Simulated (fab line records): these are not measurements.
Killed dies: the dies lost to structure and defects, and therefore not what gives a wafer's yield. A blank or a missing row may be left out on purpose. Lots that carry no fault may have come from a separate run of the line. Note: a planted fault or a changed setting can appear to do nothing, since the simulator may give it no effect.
Matching of chambers ; flow sky130 ; SKY_VIA1_ETCH_15 on rie-diel-03: 4 sister chambers
The step etches SiO2 in C4F8/O2/Ar, stops on TiN, target depth 351 nm, time 54 s. 30 wafers are shown with their chamber, then 12 later ones without.

== WAFERS WITH THEIR CHAMBER ==
wafer;chamber;oes-product-au (a.u.)
L074.1;2;0.979
L074.2;3;0.976
L074.3;1;0.976
L074.4;0;0.988
L074.5;0;0.976
L074.6;1;0.976
L075.1;3;0.992
L075.2;0;0.986
L075.3;2;0.980
L077.2;2;0.977
L077.3;1;0.986
L077.6;1;0.984
L079.2;0;0.984
L079.5;1;0.985
L079.6;0;0.985
L082.4;0;0.984
L082.5;3;0.979
L082.6;1;0.983
L085.1;3;0.977
L085.2;2;0.985
L085.5;3;0.973
L086.3;0;0.988
L086.5;1;0.988
L086.6;2;0.986
L088.1;2;0.990
L088.2;3;0.973
L088.3;1;0.986
L088.4;0;0.987
L088.5;0;0.975
L088.6;3;0.983

SIGNATURES (averages over the wafers above)
reading;chamber 0;chamber 1;chamber 2;chamber 3;scatter within a chamber
oes-product-au;0.98367;0.98300;0.98283;0.97900;0.00529
Rule: for each reading, subtract the chamber's mean from the wafer's reading, divide by that reading's scatter and square the result; add these up over the readings and take the root, which gives the wafer's distance from the chamber. If the next closest chamber is less than 2 further off than the closest, the wafer can't be placed; otherwise it belongs to the closest. The scatter: take each reading less its chamber's mean, square it, sum over the shown wafers, divide by the number of wafers less the number of chambers, and take the root.

== WAFERS WITH NO CHAMBER GIVEN ==
wafer;oes-product-au (a.u.)
L089.1;0.980
L089.5;0.977
L089.6;0.988
L091.3;0.990
L091.4;0.987
L091.5;0.980
L094.1;0.978
L094.3;0.984
L094.6;0.976
L097.3;0.975
L097.4;0.995
L097.5;0.978

== THE CHAMBER EACH PASSED THROUGH ==
wafer;from the rows above;in truth
L089.1;can't be placed: 3 or 2 or 1 or 0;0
L089.5;can't be placed: 3 or 2 or 1 or 0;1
L089.6;can't be placed: 0 or 1 or 2 or 3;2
L091.3;can't be placed: 0 or 1 or 2 or 3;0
L091.4;can't be placed: 0 or 1 or 2 or 3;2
L091.5;can't be placed: 3 or 2 or 1 or 0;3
L094.1;can't be placed: 3 or 2 or 1 or 0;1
L094.3;can't be placed: 0 or 1 or 2 or 3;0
L094.6;can't be placed: 3 or 2 or 1 or 0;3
L097.3;can't be placed: 3 or 2 or 1 or 0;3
L097.4;can't be placed: 0 or 1 or 2 or 3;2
L097.5;can't be placed: 3 or 2 or 1 or 0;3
Correct placement for 0 of the 12. Not placeable from these rows: 12 (in 12, the candidates include the true chamber). Number placed wrongly: 0.
